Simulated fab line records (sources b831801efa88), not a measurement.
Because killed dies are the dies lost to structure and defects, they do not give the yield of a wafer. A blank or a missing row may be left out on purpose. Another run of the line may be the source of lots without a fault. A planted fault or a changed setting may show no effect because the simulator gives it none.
fab line records | flow sky130
[record] lots = 11 wafers = 33 lastDay = 50
route steps=708 shown FIELD_ISO@28 VT_ADJUST_LVTN@117 VT_ADJUST_NCORE@127 PAD_OPEN@708
lots that met no fault: from a run of the same line without faults
startH: start of the lot's first displayed wafer, in hours after the record's first day | waitH: time in hours since the lot's previous step | " same as the row above | L1.1+2: a row that stands for several wafers | - no value, or no start was given | * or withheld: withheld | < > ~ a bound
route shown NAME@n: names a module that has steps shown in the file, with the first one's number in the route | usual: average and standard deviation across the fault-free wafers | same: alike in all rows | chamber/n: place in a boat | sites: each site's reading | _std_site: the values' standard deviation | _edge_site: outer sites' mean less inner sites' | radiusMm: how far each site lies from the wafer's centre | mask NAME#n: copy n | behind: the last tool/chamber to shape the wafer | hold: what put the lot on hold/how long, in hours/how the hold closed | device: whichever transistor did not switch (one of n, p or np) | end of line: tests of these same wafers at the route's end | step lacking rows: just its recipe | killed: count of dies lost to structure and defects at first sort (not the wafer's yield) | map: a wafer's dies, marking killed ones x, the rest . and places with no die _
set.NAME: the setting that was run; set.NAME@STEP: the one run at that earlier step | model.NAME: the simulator's own value behind a step, which no gauge read
route steps across a sampled set of lots; one table per step, one row per wafer
services: when a tool's chamber went out of use (startH, in hours from the record's first day, below 0 if earlier), for how many hours, and the reason
[[steps]]
[step SKY_FIELD_ISO_CMP_27]
[recipe] stopOn = Si3N4 tOverpolishS = 16 downForcePsi = 4 platenRpm = 60 targetThkNm = 457.8 padVelocityMS = 0.94248
[usual] motorCurrentA = 12.5/1.2 overpolishRunS = 15.999/0.0089 platenRpm = 60.00/0.035 timeToEndpointS = 108/4.9
// columns lot.wafer tool chamber startH waitH motorCurrentA overpolishRunS platenRpm timeToEndpointS
L352.4 cmp-01 1 48.93 0.0 13.6 15.983 60.01 103
L352.3 " 3 " " 12.1 15.999 60.07 107
L352.2 " 0 " " 14.3 15.997 59.98 110
L353.1 cmp-01 0 49.30 0.0 14.2 15.983 60.04 106
L353.6 " 0 " " 13.5 16.010 60.05 111
L353.5 " 1 " " 14.1 16.005 60.02 110
L354.4 cmp-02 2 49.35 0.1 11.1 15.994 60.03 119
L354.5 " 1 " " 11.7 16.015 60.08 116
L354.6 " 2 " " 10.8 16.008 59.95 119
L355.3 cmp-01 2 50.48 0.1 11.9 15.989 60.08 107
L355.5 " 1 " " 14.9 15.996 60.02 109
L355.6 " 2 " " 11.0 15.995 60.04 108
L357.3 cmp-01 2 60.55 0.0 10.7 16.002 60.04 110
L357.1 " 0 " " 13.9 15.992 60.00 106
L357.6 " 3 " " 11.7 15.997 59.92 104
L358.3 cmp-01 0 67.06 0.0 14.1 15.980 60.07 110
L358.4 " 1 " " 14.2 15.995 59.98 103
L358.6 " 0 " " 14.6 16.018 60.04 106
L361.4 cmp-01 3 80.69 0.1 11.4 15.992 60.00 104
L361.6 " 2 " " 10.9 16.004 60.05 102
L361.5 " 3 " " 11.8 16.002 60.00 109
L362.3 cmp-02 0 88.23 0.1 12.8 15.999 59.97 109
L362.4 " 1 " " 12.4 15.990 60.00 110
L362.5 " 3 " " 12.6 15.997 59.99 107
L369.2 cmp-02 2 121.47 0.0 10.9 15.991 60.02 112
L369.3 " 0 " " 12.7 15.995 59.97 112
L369.1 " 1 " " 12.5 16.012 59.97 104
L371.1 cmp-01 1 133.09 0.0 14.1 16.006 59.96 101
L371.3 " 0 " " 14.7 15.990 60.07 105
L371.5 " 2 " " 11.8 16.009 59.97 106
L375.1 cmp-02 2 160.16 0.1 11.3 16.000 60.01 117
L375.2 " 3 " " 12.2 16.009 60.01 104
L375.4 " 0 " " 12.7 15.998 59.97 112
[step SKY_VT_ADJUST_LVTN_STRIP_20]
[recipe] chemistry = O2/N2 powerW = 1400 pressureMtorr = 1500 platenTempC = withheld o2FlowSccm = 3000 n2FlowSccm = 300 overashFraction = 0.5
[usual] drypumpMotorCurrentA = 5.7/0.57 o2FlowSccm = 2999/8.3 oesProductAu = 0.715/0.0049 stripTimeToEndpointS = 14.19/0.043
// columns lot.wafer tool chamber startH waitH drypumpMotorCurrentA o2FlowSccm oesProductAu rfHoursCounterH stripTimeToEndpointS
L352.2 plasmaAsher-02 1 179.58 0.1 5.6 3000 0.719 48 14.17
L352.3 " 1 " " 5.6 3001 0.721 - 14.20
L352.4 " 0 " " 4.9 2993 0.720 - 14.18
L354.4 plasmaAsher-02 1 181.53 0.1 5.5 3005 0.722 - 14.11
L354.5 " 1 " " 5.5 3011 0.720 - 14.09
L354.6 " 0 " " 4.9 3016 0.721 - 14.14
L353.1 plasmaAsher-04 0 181.66 0.1 5.8 3014 0.715 50 14.24
L353.5 " 0 " " 5.8 3001 0.715 - 14.27
L353.6 " 1 " " 6.1 2995 0.715 - 14.20
L355.3 plasmaAsher-04 1 183.03 0.1 6.1 3005 0.718 - 14.08
L355.5 " 1 " " 6.1 2996 0.714 - 14.09
L355.6 " 0 " " 5.7 3002 0.715 - 14.09
L357.1 plasmaAsher-02 0 197.80 0.1 4.9 2999 0.719 50 14.16
L357.3 " 0 " " 4.9 3009 0.716 - 14.17
L357.6 " 1 " " 5.5 3007 0.718 - 14.24
L358.3 plasmaAsher-01 0 205.48 0.1 6.6 2997 0.721 - 14.24
L358.4 " 1 " " 5.5 3018 0.722 - 14.19
L358.6 " 0 " " 6.6 2994 0.717 - 14.23
L361.4 plasmaAsher-02 1 220.70 0.1 5.5 2988 0.725 - 14.18
L361.5 " 1 " " 5.6 3003 0.709 - 14.16
L361.6 " 0 " " 4.9 2998 0.721 - 14.17
L362.3 plasmaAsher-01 0 229.83 0.1 6.6 2983 0.710 - 14.18
L362.4 " 1 " " 5.5 2977 0.711 - 14.17
L362.5 " 0 " " 6.6 2995 0.721 - 14.16
L369.1 plasmaAsher-04 1 276.00 0.1 6.1 2999 0.711 59 14.28
L369.2 " 0 " " 5.8 3000 0.715 59 14.27
L369.3 " 0 " " 5.8 3009 0.724 - 14.25
L371.1 plasmaAsher-04 1 290.95 0.1 6.1 3010 0.701 61 14.20
L371.3 " 0 " " 5.7 2994 0.724 - 14.24
L371.5 " 0 " " 5.8 2992 0.712 - 14.18
L375.1 plasmaAsher-02 0 324.83 0.1 4.9 3002 0.721 63 14.22
L375.2 " 1 " " 5.6 3011 0.720 63 14.29
L375.4 " 1 " " 5.5 3001 0.716 - 14.25
[step SKY_VT_ADJUST_NCORE_OVL_MEAS_08]
[usual] VT_ADJUST_NCORE_OVL = -0.8/1.3
// columns lot.wafer tool chamber startH waitH VT_ADJUST_NCORE_OVL[nm]
L352.2 overlay-02 - 200.57 0.1 2.7
L352.3 " - " " 3.0
L352.4 " - " " 1.9
L354.4 overlay-01 - 202.11 0.1 -3.1
L354.5 " - " " -0.7
L354.6 " - " " -1.7
L353.1 overlay-01 - 202.42 0.1 -1.7
L353.5 " - " " -0.3
L353.6 " - " " -1.8
L355.3 overlay-02 - 203.60 0.1 -2.0
L355.5 " - " " -0.8
L355.6 " - " " 0.9
L357.1 overlay-02 - 219.69 0.1 -0.3
L357.3 " - " " -1.5
L357.6 " - " " -0.6
L358.3 overlay-01 - 227.00 0.1 -2.8
L358.4 " - " " -1.0
L358.6 " - " " -0.1
L361.4 overlay-02 - 243.34 0.1 -1.7
L361.5 " - " " -2.8
L361.6 " - " " -0.1
L362.3 overlay-02 - 253.15 0.1 -1.0
L362.4 " - " " -0.6
L362.5 " - " " -1.3
L369.1 overlay-01 - 301.82 0.1 1.2
L369.2 " - " " 0.1
L369.3 " - " " -1.8
L371.1 overlay-02 - 317.13 0.1 -2.0
L371.3 " - " " -2.2
L371.5 " - " " -0.2
L375.1 overlay-01 - 351.12 0.1 0.8
L375.2 " - " " 0.5
L375.4 " - " " -0.7
[step SKY_VT_ADJUST_NCORE_IMPLANT_09]
[recipe] species = B energyKev = 10 doseCm2 = 2.4e+12 tiltDeg = withheld
[usual] beamOnS = 9.99/0.21 doseIonsCm2 = 2.4005e+12/2.4e+09 faradayCurrentUA = 13.54/0.29
// columns lot.wafer tool chamber startH waitH beamOnS doseIonsCm2 faradayCurrentUA
L352.2 implanter-01 0 200.63 0.0 9.97 2.3986e+12 13.58
L352.3 " 0 " " 9.64 2.4019e+12 14.03
L352.4 " 0 " " 9.79 2.4002e+12 13.85
L354.4 implanter-04 0 202.20 0.1 10.08 2.404e+12 13.42
L354.5 " 0 " " 10.08 2.403e+12 13.43
L354.6 " 0 " " 10.06 2.4028e+12 13.43
L353.1 implanter-03 0 202.45 0.0 9.93 2.3984e+12 13.65
L353.5 " 0 " " 10.13 2.4002e+12 13.37
L353.6 " 0 " " 10.06 2.3998e+12 13.47
L355.3 implanter-01 0 203.67 0.1 9.70 2.4019e+12 13.95
L355.5 " 0 " " 9.91 2.3988e+12 13.70
L355.6 " 0 " " 10.03 2.4008e+12 13.48
L357.1 implanter-01 0 219.73 0.0 10.17 2.3962e+12 13.30
L357.3 " 0 " " 10.25 2.401e+12 13.15
L357.6 " 0 " " 9.56 2.3997e+12 14.12
L358.3 implanter-01 0 227.08 0.1 9.87 2.4039e+12 13.61
L358.4 " 0 " " 10.10 2.4042e+12 13.37
L358.6 " 0 " " 10.07 2.403e+12 13.43
L361.4 implanter-03 0 243.43 0.1 10.10 2.4001e+12 13.37
L361.5 " 0 " " 10.36 2.4013e+12 13.09
L361.6 " 0 " " 10.25 2.4038e+12 13.18
L362.3 implanter-04 0 253.22 0.1 9.97 2.4044e+12 13.58
L362.4 " 0 " " 9.77 2.4023e+12 13.84
L362.5 " 0 " " 9.73 2.403e+12 13.93
L369.1 implanter-01 0 301.85 0.0 10.04 2.1777e+12 12.27
L369.2 " 0 " " 9.64 2.1819e+12 12.76
L369.3 " 0 " " 10.16 2.1779e+12 12.13
L371.1 implanter-01 0 317.17 0.0 10.18 2.181e+12 12.13
L371.3 " 0 " " 9.91 2.1809e+12 12.45
L371.5 " 0 " " 10.05 2.1815e+12 12.20
L375.1 implanter-04 0 351.15 0.0 10.36 2.4019e+12 12.94
L375.2 " 0 " " 10.23 2.4049e+12 13.25
L375.4 " 0 " " 9.90 2.4018e+12 13.68
[step SKY_VT_ADJUST_NCORE_TW_MEAS_11]
[usual] VT_ADJUST_NCORE_TW = 220.8/1.1
// columns lot.wafer tool chamber startH waitH hold VT_ADJUST_NCORE_TW
L352.2 filmMetro-03 - 200.86 0.1 - 222.2
L352.3 " - " " - 220.7
L352.4 " - " " - 220.3
L354.4 filmMetro-03 - 202.41 0.1 - 220.9
L354.5 " - " " - 220.4
L354.6 " - " " - 220.8
L353.1 filmMetro-02 - 202.70 0.1 - 218.8
L353.5 " - " " - 217.9
L353.6 " - " " - 219.2
L355.3 filmMetro-02 - 203.89 0.1 - 217.7
L355.5 " - " " - 218.3
L355.6 " - " " - 219.9
L357.1 filmMetro-01 - 219.98 0.1 - 222.0
L357.3 " - " " - 222.0
L357.6 " - " " - 221.4
L358.3 filmMetro-02 - 227.30 0.1 - 219.3
L358.4 " - " " - 219.7
L358.6 " - " " - 219.3
L361.4 filmMetro-02 - 243.63 0.1 - 219.9
L361.5 " - " " - 219.1
L361.6 " - " " - 220.7
L362.3 filmMetro-01 - 253.44 0.1 - 220.0
L362.4 " - " " - 220.6
L362.5 " - " " - 220.5
L369.1 filmMetro-03 - 302.10 0.1 awaitDispo/0.2h/release 215.3
L369.2 " - " " awaitDispo/0.2h/release 216.3
L369.3 " - " " awaitDispo/0.2h/release 215.7
L369.1 filmMetro-03 - 302.33 0.2 - 215.3
L369.2 " - " " - 214.4
L369.3 " - " " - 215.7
L371.1 filmMetro-01 - 317.42 0.1 awaitDispo/0.2h/release 215.0
L371.3 " - " " awaitDispo/0.2h/release 214.8
L371.5 " - " " awaitDispo/0.2h/release 213.7
L371.1 filmMetro-01 - 317.65 0.2 - 214.7
L371.3 " - " " - 214.4
L371.5 " - " " - 215.4
L375.1 filmMetro-01 - 351.40 0.1 - 221.9
L375.2 " - " " - 220.5
L375.4 " - " " - 221.5
[step SKY_PAD_OPEN_PROBE_99]
[usual] killed_at_M0_to_M3 = 44/6.9 killed_at_M4_up = 3.3/2 killedAtContacts = 25/5.4 killedAtFrontEnd = 16/4.6 killedAtOther = 0.2/0.51 killedDies = 88/8.9 killedOpen = 48/6.8 killedShort = 39/5.8
[same] grossDies = 492 killedAtBackSide = 0
// columns lot.wafer tool chamber startH waitH killed_at_M0_to_M3 killed_at_M4_up killedAtContacts killedAtFrontEnd killedAtOther killedDies killedOpen killedShort
L369.1 prober-02 - 1198.28 0.1 33 1 23 18 0 75 45 30
L369.2 prober-02 - 1198.33 0.1 42 5 14 18 0 79 41 38
L369.3 prober-02 - 1198.38 0.2 43 3 22 17 0 85 43 42
// killed by level:class
L369.1 LI_CONTACT:geometricParticle:open=9 VIA1:geometricParticle:open=7 FIELD_ISO:geometricParticle:open=6 POLY_GATE:geometricParticle:short=6 VIA3:geometricParticle:open=6 CONTACT:geometricParticle:open=6 METAL1:geometricParticle:short=4 LOCAL_INTERCONNECT:geometricParticle:short=4
L369.2 VIA1:geometricParticle:open=10 VIA3:geometricParticle:open=9 POLY_GATE:geometricParticle:short=5 LI_CONTACT:geometricParticle:open=5 METAL1:geometricParticle:short=5 METAL2:geometricParticle:short=5 FIELD_ISO:geometricParticle:short=4 FIELD_ISO:geometricParticle:open=4
L369.3 LI_CONTACT:geometricParticle:open=8 VIA2:geometricParticle:short=8 CONTACT:geometricParticle:open=7 VIA1:geometricParticle:short=6 VIA1:geometricParticle:open=6 METAL1:geometricParticle:open=5 METAL1:geometricParticle:short=5 FIELD_ISO:geometricParticle:open=4
[[services]]
// columns tool chamber startH hours kind
cmp-02 - 34.66 1.0 repair
cmp-02 - 37.40 2.5 repair
cmp-02 - 45.02 3.9 pm
cmp-02 - 51.10 0.5 repair
cmp-02 - 53.30 2.6 repair
cmp-02 - 64.00 4.0 pm
plasmaAsher-04 - 65.20 2.8 pm
cmp-02 - 71.39 0.4 repair
cmp-01 - 75.04 4.0 repair
plasmaAsher-02 - 80.18 3.2 repair
implanter-01 - 99.52 3.9 pm
cmp-01 - 116.72 0.9 repair
cmp-01 - 119.73 2.8 repair
cmp-01 - 142.50 5.6 pm
implanter-01 - 144.40 16.4 pm
cmp-01 - 166.57 1.1 repair
plasmaAsher-02 - 171.39 3.0 repair
plasmaAsher-02 - 200.90 0.4 repair
cmp-01 - 226.87 1.5 repair
cmp-01 - 232.00 4.0 pm
cmp-01 - 261.44 4.0 repair
implanter-01 - 281.50 6.5 pm
implanter-01 - 318.72 9.6 pm
implanter-01 - 346.42 2.4 pm
[[key]]
[firstSign] step = SKY_VT_ADJUST_NCORE_IMPLANT_09 reading = doseIonsCm2 direction = down sigmas = 93 usual = * struck = *
[effect] step = SKY_VT_ADJUST_NCORE_IMPLANT_09 reading = faradayCurrentUA direction = down sigmas = 4.3 usual = 13.54 struck = 12.32
[effect] step = SKY_VT_ADJUST_NCORE_TW_MEAS_11 reading = visit direction = added
[effect] step = SKY_VT_ADJUST_NCORE_TW_MEAS_11 reading = VT_ADJUST_NCORE_TW direction = down sigmas = 5.1 usual = 220.8 struck = 215.1
metAt SKY_VT_ADJUST_NCORE_IMPLANT_09
struckLots L369,L371
testerLeftOut L369,L371
notActingAt SKY_FIELD_ISO_CMP_27,SKY_VT_ADJUST_LVTN_STRIP_20,SKY_VT_ADJUST_NCORE_OVL_MEAS_08
onsetBetween 227.08 301.85
[fault] kind = processParameterDrift tool = implanter-01 chamber = - onsetH = 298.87 steps = SKY_VT_ADJUST_NCORE_IMPLANT_09 channel = doseCm2 offset = * shape = step endH = 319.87 actsIn = * stated = *
// testerLeftOut: of these lots the tester's yield and bins aren't shown, on N5 and GAA mostly nor the transistor test; their killed dies are dies lost to structure and defects alone, not to doping, threshold or leakage, so they don't give the yield
